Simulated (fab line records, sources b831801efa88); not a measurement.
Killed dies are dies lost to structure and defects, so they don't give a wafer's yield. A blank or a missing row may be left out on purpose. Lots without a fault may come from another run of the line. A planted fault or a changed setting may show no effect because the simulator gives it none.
fab line records | flow sky130
record lots=5 wafers=15 last_day=50
route steps=708 shown LDD_LDN@303 SPACER@304 POLY_CUT@307 SD_P@320 RES_XHIGH@332 SD_N@342
lots that met no fault: from a run of the same line without faults
start_h: hours from the record's first day to the start of the lot's first wafer shown | wait_h: hours since the lot's step before | " the same as in the row above | L1.1+2: a row that stands for several wafers | - no value, or no start given | * or withheld: withheld | < > ~ a bound
route shown NAME@n: a module of which the file shows steps, and the number in the route of the first | usual: mean/standard deviation of fault-free wafers | same: alike in all rows | chamber/n: place in a boat | sites: the reading at each site | _std_site: their standard deviation | _edge_site: outer sites' mean less inner sites' | radius_mm: how far each site lies from the wafer's centre | mask NAME#n: copy n | behind: the tool/chamber that last shaped the wafer | hold: why the lot was held/for how many hours/how that ended | device: the transistor (n, p or np) that didn't switch | end of line: the same wafers' tests at the end of the route | a step without rows: its recipe alone | killed: dies lost to structure and defects at the first sort, not the wafer's yield | map: a wafer's dies, x killed, . not, _ none there
set.NAME: the setting as run; set.NAME@STEP: as run at that earlier step | model.NAME: the simulator's own value behind a step, which no gauge read
lots at some steps of the route; a table a step, a row a wafer
services: from which hour (start_h, from the record's first day; less than 0 if before it) a tool's chamber was out of use, for how many hours, and why
## steps
# step SKY_LDD_LDN_CLEAN_14
# recipe chemistry=SC1/SC2 mix=1:4:20 temp_c=70 time_s=150 dry=n2_spin
# usual bath_heat_duty_pct=14.6/1.3
# columns lot.wafer tool chamber start_h wait_h bath_heat_duty_pct
L074.3 wet_bench-01 0 523.23 0.0 15.5
L074.5 " 0 " " 16.7
L074.6 " 0 " " 15.5
L075.1 wet_bench-04 1 528.05 0.1 15.1
L075.5 " 1 " " 14.9
L075.6 " 1 " " 14.9
L088.3 wet_bench-04 0 662.55 0.0 13.2
L088.5 " 0 " " 12.2
L088.6 " 0 " " 12.6
L096.2 wet_bench-02 3 710.10 0.0 15.3
L096.3 " 3 " " 13.6
L096.4 " 3 " " 15.0
L095.2 wet_bench-02 2 711.05 0.0 13.6
L095.4 " 2 " " 14.2
L095.5 " 2 " " 12.4
# step SKY_SPACER_CVD_00
# recipe material=Si3N4 precursor=DCS/NH3 target_thk_nm=43.1 temp_c=770 time_s=740 pressure_mtorr=250
# columns lot.wafer tool chamber start_h wait_h
L074.3+5+6 lpcvd-02 0 527.30 4.0
L075.1+5+6 lpcvd-02 1 533.63 5.5
L088.3+5+6 lpcvd-02 1 663.60 1.0
L095.2+4+5 lpcvd-02 0 713.23 2.1
L096.2+3+4 lpcvd-02 0 713.23 3.1
# step SKY_SPACER_THK_MEAS_01
# recipe reads=Si3N4_of_SPACER_CVD_00
# usual SPACER_CVD_00_THK=43.0/0.47
# columns lot.wafer tool chamber start_h wait_h SPACER_CVD_00_THK[nm]
L074.3 film_metro-01 - 530.03 0.0 43.5
L074.5 " - " " 43.3
L074.6 " - " " 43.9
L075.1 film_metro-02 - 535.43 0.0 42.4
L075.5 " - " " 42.5
L075.6 " - " " 42.4
L088.3 film_metro-04 - 664.82 0.0 43.3
L088.5 " - " " 43.8
L088.6 " - " " 43.5
L095.2 film_metro-04 - 715.05 0.0 43.8
L095.4 " - " " 43.2
L095.5 " - " " 43.8
L096.2 film_metro-02 - 715.05 0.0 42.3
L096.3 " - " " 42.3
L096.4 " - " " 42.6
# step SKY_SPACER_ETCHBACK_02
# recipe chemistry=CH3F/O2 target=Si3N4 stop_on=SiO2 source_w=400 bias_w=80 pressure_mtorr=25 ch3f_flow_sccm=40 O2_flow_sccm=30 time_s=46.7 target_depth_a=450
# usual drypump_motor_current_A=5.7/0.53 oes_product_au=0.854/0.007 throttle_valve_pct=10.562/0.0097
# columns lot.wafer tool chamber start_h wait_h drypump_motor_current_A oes_product_au rf_hours_counter_h throttle_valve_pct
L074.3 rie_diel-01 1 530.07 0.0 5.2 0.862 6 10.561
L074.5 " 1 " " 5.2 0.855 - 10.555
L074.6 " 2 " " 5.1 0.865 - 10.552
L075.1 rie_diel-02 1 535.49 0.1 6.3 0.843 6 10.572
L075.5 " 1 " " 6.3 0.853 - 10.552
L075.6 " 2 " " 6.1 0.851 - 10.550
L088.3 rie_diel-02 2 664.86 0.0 6.1 0.861 11 10.563
L088.5 " 2 " " 6.1 0.859 - 10.560
L088.6 " 3 " " 6.3 0.862 - 10.551
L095.2 rie_diel-02 2 715.10 0.0 6.1 0.855 12 10.576
L095.4 " 0 " " 5.8 0.855 3 10.559
L095.5 " 3 " " 6.3 0.871 - 10.573
L096.2 rie_diel-01 1 715.10 0.0 5.2 0.844 9 10.549
L096.3 " 2 " " 5.2 0.834 24 10.555
L096.4 " 2 " " 5.1 0.847 - 10.558
# step SKY_POLY_CUT_DEHYDRATE_00
# recipe temp_c=200 time_s=60
# columns lot.wafer tool chamber start_h wait_h
L074.3+5+6 litho_track-03 0 544.28 14.2
L075.1+5+6 litho_track-01 0 549.81 14.3
L088.3+5+6 litho_track-02 0 678.05 13.2
L095.2+4+5 litho_track-02 0 728.52 13.4
L096.2+3+4 litho_track-01 0 728.58 13.5
# step SKY_POLY_CUT_HMDS_01
# recipe prime_time_s=60 prime_temp_c=120
# columns lot.wafer tool chamber start_h wait_h
L074.3+5+6 litho_track-03 0 544.43 0.1
L075.1+5+6 litho_track-01 0 549.96 0.1
L088.3+5+6 litho_track-02 0 678.20 0.1
L095.2+4+5 litho_track-02 0 728.67 0.1
L096.2+3+4 litho_track-01 0 728.73 0.1
# step SKY_POLY_CUT_COAT_02
# recipe resist=BARC temp_c=withheld time_s=withheld spin_rpm=3000 resist_thk_nm=60
# columns lot.wafer tool chamber start_h wait_h
L074.3+5+6 litho_track-03 0 544.58 0.1
L075.1+5+6 litho_track-01 0 550.11 0.1
L088.3+5+6 litho_track-02 0 678.35 0.1
L095.2+4+5 litho_track-02 0 728.82 0.1
L096.2+3+4 litho_track-01 0 728.88 0.1
# step SKY_POLY_CUT_COAT_03
# recipe resist=KrF-thick spin_rpm=3000 resist_thk_nm=450
# columns lot.wafer tool chamber start_h wait_h
L074.3+5+6 litho_track-03 0 - -
L075.1+5+6 litho_track-01 0 - -
L088.3+5+6 litho_track-02 0 - -
L095.2+4+5 litho_track-02 0 - -
L096.2+3+4 litho_track-01 0 - -
# step SKY_POLY_CUT_SOFTBAKE_04
# recipe temp_c=100 time_s=90 resist=KrF-thick
# columns lot.wafer tool chamber start_h wait_h
L074.3+5+6 litho_track-03 0 - -
L075.1+5+6 litho_track-01 0 - -
L088.3+5+6 litho_track-02 0 - -
L095.2+4+5 litho_track-02 0 - -
L096.2+3+4 litho_track-01 0 - -
# step SKY_POLY_CUT_EXPOSE_05
# recipe mask_id=NPCM na=0.8 source_shape=annular sigma_inner=0.55 sigma_outer=0.85 target_cd_nm=270 dose_mj=32
# same sigma_inner=0.55
# columns lot.wafer tool chamber start_h wait_h mask
L074.3+5+6 krf_scanner-02 0 - - NPCM#0
L075.1+5+6 krf_scanner-01 0 - - NPCM#0
L088.3+5+6 krf_scanner-02 0 - - NPCM#0
L095.2+4+5 krf_scanner-01 0 - - NPCM#0
L096.2+3+4 krf_scanner-02 0 - - NPCM#0
# step SKY_POLY_CUT_PEB_06
# recipe peb_temp_c=withheld peb_time_s=withheld resist=KrF-thick
# columns lot.wafer tool chamber start_h wait_h
L074.3+5+6 litho_track-01 0 - -
L075.1+5+6 litho_track-01 0 - -
L088.3+5+6 litho_track-02 0 - -
L095.2+4+5 litho_track-03 0 - -
L096.2+3+4 litho_track-02 0 - -
# step SKY_POLY_CUT_DEVELOP_07
# recipe develop_time_s=60 resist=KrF-thick dev_temp_c=21
# columns lot.wafer tool chamber start_h wait_h
L074.3+5+6 litho_track-01 0 - -
L075.1+5+6 litho_track-01 0 - -
L088.3+5+6 litho_track-02 0 - -
L095.2+4+5 litho_track-03 0 - -
L096.2+3+4 litho_track-02 0 - -
# step SKY_POLY_CUT_CD_MEAS_08
# recipe target_cd_nm=270
# usual cd_nm=270.2/1.3
# columns lot.wafer tool chamber start_h wait_h cd_nm
L074.3 cd_sem-01 - 559.65 - 269.9
L074.5 " - " " 271.2
L074.6 " - " " 270.3
L075.1 cd_sem-02 - 565.61 - 270.4
L075.5 " - " " 270.3
L075.6 " - " " 270.9
L088.3 cd_sem-02 - 692.64 - 270.5
L088.5 " - " " 269.3
L088.6 " - " " 269.8
L095.2 cd_sem-01 - 743.10 - 270.3
L095.4 " - " " 272.1
L095.5 " - " " 271.3
L096.2 cd_sem-02 - 743.12 - 270.4
L096.3 " - " " 270.0
L096.4 " - " " 270.4
# step SKY_POLY_CUT_OVL_MEAS_09
# usual POLY_CUT_OVL=-2/5.6
# columns lot.wafer tool chamber start_h wait_h POLY_CUT_OVL[nm]
L074.3 overlay-02 - 559.74 0.1 -13
L074.5 " - " " -8
L074.6 " - " " -3
L075.1 overlay-02 - 565.73 0.1 2
L075.5 " - " " -4
L075.6 " - " " -1
L088.3 overlay-01 - 692.73 0.1 5
L088.5 " - " " 0
L088.6 " - " " -8
L095.2 overlay-01 - 743.21 0.1 3
L095.4 " - " " 11
L095.5 " - " " 7
L096.2 overlay-02 - 743.22 0.1 -5
L096.3 " - " " 3
L096.4 " - " " -3
# step SKY_POLY_CUT_ETCH_10
# recipe chemistry=N2/H2 target=BARC ion_energy_ev=200 source_w=483.7 bias_w=100 pressure_mtorr=30 n2_flow_sccm=100 h2_flow_sccm=200 stop_on=SiO2 time_s=45.9 target_depth_a=600
# usual drypump_motor_current_A=5.9/0.44 oes_product_au=0.856/0.0044 throttle_valve_pct=13.224/0.0092
# columns lot.wafer tool chamber start_h wait_h drypump_motor_current_A oes_product_au rf_hours_counter_h throttle_valve_pct
L074.3 rie_diel-01 1 559.76 0.0 5.1 0.868 6 13.230
L074.5 " 2 " " 5.2 0.861 - 13.217
L074.6 " 3 " " 5.5 0.854 - 13.227
L075.1 rie_diel-01 2 565.76 0.0 5.1 0.856 20 13.238
L075.5 " 2 " " 5.2 0.851 - 13.232
L075.6 " 1 " " 5.2 0.856 - 13.228
L088.3 rie_diel-04 1 692.75 0.0 6.1 0.863 37 13.232
L088.5 " 2 " " 6.4 0.866 - 13.206
L088.6 " 1 " " 6.1 0.853 - 13.210
L095.2 rie_diel-04 3 743.24 0.0 5.8 0.860 15 13.236
L095.4 " 3 " " 5.8 0.861 - 13.225
L095.5 " 0 " " 6.0 0.857 - 13.223
L096.2 rie_diel-01 2 743.25 0.0 5.2 0.856 25 13.223
L096.3 " 0 " " 6.5 0.867 2 13.222
L096.4 " 1 " " 5.2 0.847 10 13.240
# step SKY_POLY_CUT_ETCH_11
# recipe target=Si3N4 chemistry=CF4/CH2F2/Ar stop_on=poly-Si source_w=600 bias_w=150 pressure_mtorr=40 cf4_flow_sccm=40 ch2f2_flow_sccm=20 Ar_flow_sccm=150 time_s=42.5 target_depth_a=600
# usual drypump_motor_current_A=5.9/0.43 oes_product_au=0.832/0.007 throttle_valve_pct=14.994/0.0087
# columns lot.wafer tool chamber start_h wait_h drypump_motor_current_A oes_product_au rf_hours_counter_h throttle_valve_pct
L074.3 rie_diel-01 1 559.81 0.0 5.2 0.820 6 14.991
L074.5 " 2 " " 5.1 0.827 - 15.002
L074.6 " 3 " " 5.4 0.834 - 14.996
L075.1 rie_diel-01 2 565.81 0.0 5.2 0.829 20 15.014
L075.5 " 2 " " 5.2 0.824 - 14.991
L075.6 " 1 " " 5.2 0.824 - 14.981
L088.3 rie_diel-04 1 692.79 0.0 6.0 0.829 37 15.002
L088.5 " 2 " " 6.4 0.833 - 14.999
L088.6 " 1 " " 6.0 0.835 - 14.999
L095.2 rie_diel-04 3 743.28 0.0 5.8 0.818 15 14.995
L095.4 " 3 " " 5.8 0.830 - 14.998
L095.5 " 0 " " 6.0 0.827 - 14.990
L096.2 rie_diel-01 2 743.29 0.0 5.2 0.831 25 14.999
L096.3 " 0 " " 6.5 0.836 2 14.985
L096.4 " 1 " " 5.2 0.831 10 14.997
# step SKY_POLY_CUT_STRIP_12
# recipe chemistry=O2/N2 power_w=1400 pressure_mtorr=1500 platen_temp_c=withheld o2_flow_sccm=3000 n2_flow_sccm=300 overash_fraction=0.5
# usual drypump_motor_current_A=5.79/0.18 oes_product_au=0.453/0.0041 strip_time_to_endpoint_s=5.372/0.019
# columns lot.wafer tool chamber start_h wait_h drypump_motor_current_A oes_product_au rf_hours_counter_h strip_time_to_endpoint_s
L074.3 plasma_asher-03 1 559.88 0.1 5.54 0.459 - 5.357
L074.5 " 0 " " 6.03 0.445 - 5.384
L074.6 " 1 " " 5.55 0.458 - 5.369
L075.1 plasma_asher-04 0 565.85 0.0 5.69 0.449 13 5.349
L075.5 " 0 " " 5.69 0.449 - 5.342
L075.6 " 1 " " 5.77 0.444 - 5.340
L088.3 plasma_asher-03 1 692.87 0.1 5.54 0.450 - 5.383
L088.5 " 0 " " 6.05 0.450 - 5.375
L088.6 " 1 " " 5.56 0.452 - 5.380
L095.2 plasma_asher-01 0 743.32 0.0 5.82 0.455 0 5.393
L095.4 " 0 " " 5.84 0.453 - 5.355
L095.5 " 0 " " 5.81 0.453 - 5.361
L096.2 plasma_asher-04 0 743.33 0.0 5.66 0.448 31 5.367
L096.3 " 1 " " 5.83 0.455 - 5.370
L096.4 " 0 " " 5.68 0.454 - 5.380
# step SKY_SD_P_DEHYDRATE_00
# recipe temp_c=200 time_s=60
# columns lot.wafer tool chamber start_h wait_h
L074.3+5+6 litho_track-04 0 574.09 14.2
L075.1+5+6 litho_track-02 0 579.95 14.1
L088.3+5+6 litho_track-02 0 706.30 13.4
L095.2+4+5 litho_track-04 0 756.91 13.6
L096.2+3+4 litho_track-02 0 756.97 13.6
# step SKY_SD_P_HMDS_01
# recipe prime_time_s=60 prime_temp_c=120
# columns lot.wafer tool chamber start_h wait_h
L074.3+5+6 litho_track-04 0 574.24 0.1
L075.1+5+6 litho_track-02 0 580.10 0.1
L088.3+5+6 litho_track-02 0 706.45 0.1
L095.2+4+5 litho_track-04 0 757.06 0.1
L096.2+3+4 litho_track-02 0 757.12 0.1
# step SKY_SD_P_COAT_02
# recipe resist=NOVOLAK spin_rpm=3000 resist_thk_nm=1140
# columns lot.wafer tool chamber start_h wait_h
L074.3+5+6 litho_track-04 0 574.39 0.1
L075.1+5+6 litho_track-02 0 580.25 0.1
L088.3+5+6 litho_track-02 0 706.60 0.1
L095.2+4+5 litho_track-04 0 757.21 0.1
L096.2+3+4 litho_track-02 0 757.27 0.1
# step SKY_SD_P_SOFTBAKE_03
# recipe temp_c=90 time_s=60 resist=NOVOLAK
# columns lot.wafer tool chamber start_h wait_h
L074.3+5+6 litho_track-04 0 574.54 0.1
L075.1+5+6 litho_track-02 0 580.40 0.1
L088.3+5+6 litho_track-02 0 706.75 0.1
L095.2+4+5 litho_track-04 0 757.36 0.1
L096.2+3+4 litho_track-02 0 757.42 0.1
# step SKY_SD_P_EXPOSE_04
# recipe mask_id=PSDM na=0.6 source_shape=conventional sigma_outer=0.6 polarization=unpolarized target_cd_nm=380 dose_mj=138
# columns lot.wafer tool chamber start_h wait_h mask
L074.3+5+6 iline_stepper-01 0 - - PSDM#0
L075.1+5+6 iline_stepper-02 0 - - PSDM#0
L088.3+5+6 iline_stepper-01 0 - - PSDM#0
L095.2+4+5 iline_stepper-02 0 - - PSDM#0
L096.2+3+4 iline_stepper-01 0 - - PSDM#0
# step SKY_SD_P_PEB_05
# recipe temp_c=withheld time_s=* resist=NOVOLAK
# columns lot.wafer tool chamber start_h wait_h
L074.3+5+6 litho_track-04 0 - -
L075.1+5+6 litho_track-03 0 - -
L088.3+5+6 litho_track-03 0 - -
L095.2+4+5 litho_track-03 0 - -
L096.2+3+4 litho_track-04 0 - -
# step SKY_SD_P_DEVELOP_06
# recipe resist=NOVOLAK developer=TMAH develop_time_s=60 dev_temp_c=23
# columns lot.wafer tool chamber start_h wait_h
L074.3+5+6 litho_track-04 0 589.49 0.1
L075.1+5+6 litho_track-03 0 594.58 0.1
L088.3+5+6 litho_track-03 0 720.23 0.1
L095.2+4+5 litho_track-03 0 770.76 0.1
L096.2+3+4 litho_track-04 0 771.01 0.1
# step SKY_SD_P_CD_MEAS_07
# recipe target_cd_nm=380
# usual cd_nm=381/3.1
# columns lot.wafer tool chamber start_h wait_h cd_nm
L074.3 cd_sem-01 - 589.63 0.1 380
L074.5 " - " " 382
L074.6 " - " " 380
L075.1 cd_sem-01 - 594.73 0.1 381
L075.5 " - " " 380
L075.6 " - " " 379
L088.3 cd_sem-01 - 720.37 0.1 382
L088.5 " - " " 381
L088.6 " - " " 378
L095.2 cd_sem-02 - 770.90 0.1 378
L095.4 " - " " 380
L095.5 " - " " 380
L096.2 cd_sem-02 - 771.16 0.1 380
L096.3 " - " " 382
L096.4 " - " " 382
# step SKY_SD_P_OVL_MEAS_08
# usual SD_P_OVL=-0.2/1.4
# columns lot.wafer tool chamber start_h wait_h SD_P_OVL[nm]
L074.3 overlay-02 - 589.72 0.1 0.9
L074.5 " - " " 1.7
L074.6 " - " " -0.3
L075.1 overlay-01 - 594.85 0.1 0.4
L075.5 " - " " 0.5
L075.6 " - " " -1.2
L088.3 overlay-02 - 720.46 0.1 -0.6
L088.5 " - " " -0.4
L088.6 " - " " -1.5
L095.2 overlay-02 - 771.01 0.1 2.5
L095.4 " - " " 4.0
L095.5 " - " " 2.7
L096.2 overlay-02 - 771.26 0.1 3.2
L096.3 " - " " 1.8
L096.4 " - " " 0.8
# step SKY_SD_P_IMPLANT_09
# recipe species=BF2 energy_kev=19.75 dose_cm2=3e+15 tilt_deg=0
# usual end_station_pressure_torr=1.36e-05/7.5e-07
# columns lot.wafer tool chamber start_h wait_h end_station_pressure_torr
L074.3 implanter-02 0 589.79 0.1 1.3e-05
L074.5 " 0 " " 1.43e-05
L074.6 " 0 " " 1.4e-05
L075.1 implanter-01 0 594.89 0.0 1.35e-05
L075.5 " 0 " " 1.35e-05
L075.6 " 0 " " 1.16e-05
L088.3 implanter-02 0 720.54 0.1 1.32e-05
L088.5 " 0 " " 1.4e-05
L088.6 " 0 " " 1.44e-05
L095.2 implanter-01 0 771.06 0.0 1.36e-05
L095.4 " 0 " " 1.4e-05
L095.5 " 0 " " 1.32e-05
L096.2 implanter-02 0 771.32 0.0 1.4e-05
L096.3 " 0 " " 1.31e-05
L096.4 " 0 " " 1.27e-05
# step SKY_SD_P_STRIP_10
# recipe chemistry=O2/N2 power_w=1400 pressure_mtorr=1500 platen_temp_c=withheld o2_flow_sccm=3000 n2_flow_sccm=300 overash_fraction=0.5
# usual drypump_motor_current_A=5.75/0.17 oes_product_au=0.618/0.0047 strip_time_to_endpoint_s=17.46/0.039
# columns lot.wafer tool chamber start_h wait_h drypump_motor_current_A oes_product_au rf_hours_counter_h strip_time_to_endpoint_s
L074.3 plasma_asher-04 1 589.93 0.1 5.81 0.617 - 17.39
L074.5 " 1 " " 5.79 0.619 - 17.40
L074.6 " 0 " " 5.66 0.615 - 17.42
L075.1 plasma_asher-03 0 595.04 0.1 6.04 0.624 44 17.44
L075.5 " 0 " " 6.04 0.616 - 17.44
L075.6 " 1 " " 5.59 0.623 - 17.45
L088.3 plasma_asher-04 0 720.67 0.1 5.70 0.623 - 17.49
L088.5 " 0 " " 5.72 0.613 - 17.50
L088.6 " 1 " " 5.78 0.613 - 17.51
L095.2 plasma_asher-02 0 771.19 0.1 5.56 0.617 97 17.41
L095.4 " 1 " " 5.90 0.620 - 17.43
L095.5 " 1 " " 5.85 0.617 - 17.44
L096.2 plasma_asher-04 0 771.44 0.1 5.66 0.620 34 17.49
L096.3 " 1 " " 5.81 0.623 - 17.46
L096.4 " 0 " " 5.69 0.613 - 17.48
# step SKY_SD_P_TW_MEAS_11
# usual SD_P_TW=2830/37
# columns lot.wafer tool chamber start_h wait_h SD_P_TW
L074.3 film_metro-04 - 590.01 0.1 2840
L074.5 " - " " 2834
L074.6 " - " " 2844
L075.1 film_metro-04 - 595.14 0.1 2837
L075.5 " - " " 2845
L075.6 " - " " 2821
L088.3 film_metro-02 - 720.76 0.1 2791
L088.5 " - " " 2804
L088.6 " - " " 2810
L095.2 film_metro-04 - 771.30 0.1 2894
L095.4 " - " " 2899
L095.5 " - " " 2905
L096.2 film_metro-04 - 771.55 0.1 2894
L096.3 " - " " 2878
L096.4 " - " " 2901
# step SKY_RES_XHIGH_DEHYDRATE_00
# recipe temp_c=200 time_s=60
# columns lot.wafer tool chamber start_h wait_h
L074.3+5+6 litho_track-03 0 604.28 14.3
L075.1+5+6 litho_track-01 0 609.31 14.2
L088.3+5+6 litho_track-04 0 733.39 12.6
L095.2+4+5 litho_track-01 0 784.48 13.2
L096.2+3+4 litho_track-04 0 784.66 13.1
# step SKY_RES_XHIGH_HMDS_01
# recipe prime_time_s=60 prime_temp_c=120
# columns lot.wafer tool chamber start_h wait_h
L074.3+5+6 litho_track-03 0 604.43 0.1
L075.1+5+6 litho_track-01 0 609.46 0.1
L088.3+5+6 litho_track-04 0 733.54 0.1
L095.2+4+5 litho_track-01 0 784.63 0.1
L096.2+3+4 litho_track-04 0 784.81 0.1
# step SKY_RES_XHIGH_COAT_02
# recipe resist=NOVOLAK spin_rpm=3000 resist_thk_nm=1140
# columns lot.wafer tool chamber start_h wait_h
L074.3+5+6 litho_track-03 0 604.58 0.1
L075.1+5+6 litho_track-01 0 609.61 0.1
L088.3+5+6 litho_track-04 0 733.69 0.1
L095.2+4+5 litho_track-01 0 784.78 0.1
L096.2+3+4 litho_track-04 0 784.96 0.1
# step SKY_RES_XHIGH_SOFTBAKE_03
# recipe temp_c=90 time_s=60 resist=NOVOLAK
# columns lot.wafer tool chamber start_h wait_h
L074.3+5+6 litho_track-03 0 604.73 0.1
L075.1+5+6 litho_track-01 0 609.76 0.1
L088.3+5+6 litho_track-04 0 733.84 0.1
L095.2+4+5 litho_track-01 0 784.93 0.1
L096.2+3+4 litho_track-04 0 785.11 0.1
# step SKY_RES_XHIGH_EXPOSE_04
# recipe mask_id=URPM na=0.6 source_shape=conventional sigma_outer=0.6 polarization=unpolarized target_cd_nm=1270 dose_mj=140
# columns lot.wafer tool chamber start_h wait_h mask
L074.3+5+6 iline_stepper-01 0 - - URPM#0
L075.1+5+6 iline_stepper-02 0 - - URPM#0
L088.3+5+6 iline_stepper-02 0 - - URPM#0
L095.2+4+5 iline_stepper-02 0 - - URPM#0
L096.2+3+4 iline_stepper-02 0 - - URPM#0
# step SKY_RES_XHIGH_PEB_05
# recipe temp_c=withheld time_s=* resist=NOVOLAK
# columns lot.wafer tool chamber start_h wait_h
L074.3+5+6 litho_track-03 0 - -
L075.1+5+6 litho_track-03 0 - -
L088.3+5+6 litho_track-03 0 - -
L095.2+4+5 litho_track-01 0 - -
L096.2+3+4 litho_track-03 0 - -
# step SKY_RES_XHIGH_DEVELOP_06
# recipe resist=NOVOLAK developer=TMAH develop_time_s=60 dev_temp_c=23
# columns lot.wafer tool chamber start_h wait_h
L074.3+5+6 litho_track-03 0 619.28 0.1
L075.1+5+6 litho_track-03 0 623.83 0.1
L088.3+5+6 litho_track-03 0 747.88 0.1
L095.2+4+5 litho_track-01 0 797.83 0.1
L096.2+3+4 litho_track-03 0 797.91 0.1
# step SKY_RES_XHIGH_IMPLANT_07
# recipe species=BF2 energy_kev=20 dose_cm2=3.6e+14 tilt_deg=0
# usual end_station_pressure_torr=5.25e-06/2.9e-07
# columns lot.wafer tool chamber start_h wait_h end_station_pressure_torr
L074.3 implanter-01 0 619.43 0.1 5.12e-06
L074.5 " 0 " " 5.62e-06
L074.6 " 0 " " 5.81e-06
L075.1 implanter-01 0 623.98 0.1 5.06e-06
L075.5 " 0 " " 5.09e-06
L075.6 " 0 " " 5.25e-06
L088.3 implanter-01 0 748.03 0.1 5.14e-06
L088.5 " 0 " " 5.61e-06
L088.6 " 0 " " 5.63e-06
L095.2 implanter-03 0 797.98 0.1 5.12e-06
L095.4 " 0 " " 5.56e-06
L095.5 " 0 " " 5.26e-06
L096.2 implanter-01 0 798.06 0.1 5.55e-06
L096.3 " 0 " " 4.95e-06
L096.4 " 0 " " 5.44e-06
# step SKY_RES_XHIGH_STRIP_08
# recipe chemistry=O2/N2 power_w=1400 pressure_mtorr=1500 platen_temp_c=withheld o2_flow_sccm=3000 n2_flow_sccm=300 overash_fraction=0.5
# usual drypump_motor_current_A=5.77/0.17 oes_product_au=0.711/0.0044 strip_time_to_endpoint_s=14.28/0.038
# columns lot.wafer tool chamber start_h wait_h drypump_motor_current_A oes_product_au rf_hours_counter_h strip_time_to_endpoint_s
L074.3 plasma_asher-01 1 619.56 0.1 5.76 0.704 - 14.24
L074.5 " 0 " " 5.83 0.708 - 14.22
L074.6 " 1 " " 5.78 0.704 - 14.27
L075.1 plasma_asher-02 1 624.13 0.1 5.88 0.712 83 14.29
L075.5 " 0 " " 5.54 0.711 - 14.30
L075.6 " 1 " " 5.85 0.707 - 14.29
L088.3 plasma_asher-01 0 748.16 0.1 5.84 0.721 - 14.31
L088.5 " 1 " " 5.77 0.708 - 14.29
L088.6 " 0 " " 5.81 0.703 - 14.29
L095.2 plasma_asher-02 0 798.11 0.1 5.53 0.706 100 14.22
L095.4 " 1 " " 5.89 0.714 - 14.23
L095.5 " 0 " " 5.55 0.719 - 14.26
L096.2 plasma_asher-01 1 798.18 0.1 5.78 0.708 5 14.30
L096.3 " 0 " " 5.85 0.711 - 14.29
L096.4 " 1 " " 5.78 0.710 - 14.25
# step SKY_RES_XHIGH_TW_MEAS_09
# usual RES_XHIGH_TW=1643/23
# columns lot.wafer tool chamber start_h wait_h RES_XHIGH_TW
L074.3 film_metro-03 - 619.65 0.1 1637
L074.5 " - " " 1644
L074.6 " - " " 1634
L075.1 film_metro-03 - 624.23 0.1 1643
L075.5 " - " " 1642
L075.6 " - " " 1645
L088.3 film_metro-02 - 748.25 0.1 1632
L088.5 " - " " 1621
L088.6 " - " " 1632
L095.2 film_metro-04 - 798.22 0.1 1689
L095.4 " - " " 1666
L095.5 " - " " 1672
L096.2 film_metro-03 - 798.29 0.1 1628
L096.3 " - " " 1636
L096.4 " - " " 1636
# step SKY_SD_N_DEHYDRATE_00
# recipe temp_c=200 time_s=60
# columns lot.wafer tool chamber start_h wait_h
L074.3+5+6 litho_track-02 0 633.55 13.9
L075.1+5+6 litho_track-01 0 638.36 14.1
L088.3+5+6 litho_track-04 0 761.69 13.4
L095.2+4+5 litho_track-01 0 811.18 13.0
L096.2+3+4 litho_track-02 0 811.27 13.0
# step SKY_SD_N_HMDS_01
# recipe prime_time_s=60 prime_temp_c=120
# columns lot.wafer tool chamber start_h wait_h
L074.3+5+6 litho_track-02 0 633.70 0.1
L075.1+5+6 litho_track-01 0 638.51 0.1
L088.3+5+6 litho_track-04 0 761.84 0.1
L095.2+4+5 litho_track-01 0 811.33 0.1
L096.2+3+4 litho_track-02 0 811.42 0.1
# step SKY_SD_N_COAT_02
# recipe resist=NOVOLAK spin_rpm=3000 resist_thk_nm=1140
# columns lot.wafer tool chamber start_h wait_h
L074.3+5+6 litho_track-02 0 633.85 0.1
L075.1+5+6 litho_track-01 0 638.66 0.1
L088.3+5+6 litho_track-04 0 761.99 0.1
L095.2+4+5 litho_track-01 0 811.48 0.1
L096.2+3+4 litho_track-02 0 811.57 0.1
# step SKY_SD_N_SOFTBAKE_03
# recipe temp_c=90 time_s=60 resist=NOVOLAK
# columns lot.wafer tool chamber start_h wait_h
L074.3+5+6 litho_track-02 0 634.00 0.1
L075.1+5+6 litho_track-01 0 638.81 0.1
L088.3+5+6 litho_track-04 0 762.14 0.1
L095.2+4+5 litho_track-01 0 811.63 0.1
L096.2+3+4 litho_track-02 0 811.72 0.1
# step SKY_SD_N_EXPOSE_04
# recipe mask_id=NSDM na=0.6 source_shape=conventional sigma_outer=0.6 polarization=unpolarized target_cd_nm=380 dose_mj=141
# columns lot.wafer tool chamber start_h wait_h mask
L074.3+5+6 iline_stepper-02 0 - - NSDM#0
L075.1+5+6 iline_stepper-01 0 - - NSDM#0
L088.3+5+6 iline_stepper-01 0 - - NSDM#0
L095.2+4+5 iline_stepper-02 0 - - NSDM#0
L096.2+3+4 iline_stepper-01 0 - - NSDM#0
# step SKY_SD_N_PEB_05
# recipe temp_c=withheld time_s=* resist=NOVOLAK
# columns lot.wafer tool chamber start_h wait_h
L074.3+5+6 litho_track-01 0 - -
L075.1+5+6 litho_track-01 0 - -
L088.3+5+6 litho_track-01 0 - -
L095.2+4+5 litho_track-02 0 - -
L096.2+3+4 litho_track-01 0 - -
# step SKY_SD_N_DEVELOP_06
# recipe resist=NOVOLAK developer=TMAH develop_time_s=60 dev_temp_c=23
# columns lot.wafer tool chamber start_h wait_h
L074.3+5+6 litho_track-01 0 648.21 0.1
L075.1+5+6 litho_track-01 0 652.76 0.1
L088.3+5+6 litho_track-01 0 775.76 0.1
L095.2+4+5 litho_track-02 0 823.52 0.1
L096.2+3+4 litho_track-01 0 823.63 0.1
## services
# columns tool chamber start_h hours kind
lpcvd-02 - 515.82 2.8 pm
iline_stepper-02 - 518.44 4.2 repair
iline_stepper-01 - 525.16 4.4 pm
iline_stepper-02 - 533.76 13.9 repair
rie_diel-01 3 537.01 10.5 repair
implanter-01 - 544.67 2.8 repair
iline_stepper-02 - 547.63 2.1 pm
iline_stepper-01 - 580.67 10.6 repair
iline_stepper-02 - 581.38 4.1 repair
iline_stepper-01 - 612.91 1.7 pm
rie_diel-01 1 628.40 26.8 repair
rie_diel-01 0 642.29 3.4 repair
rie_diel-01 1 662.22 7.5 repair
iline_stepper-02 - 679.25 1.7 pm
rie_diel-01 0 686.61 6.1 repair
iline_stepper-01 - 687.33 3.5 repair
rie_diel-01 0 713.73 3.6 repair
iline_stepper-01 - 727.95 3.3 repair
implanter-01 - 743.13 0.9 repair
implanter-01 - 774.54 2.8 repair
implanter-01 - 794.92 1.8 repair
rie_diel-01 1 805.73 5.0 repair
rie_diel-01 1 811.31 5.1 repair
implanter-01 - 820.02 27.7 pm
## key
fault none
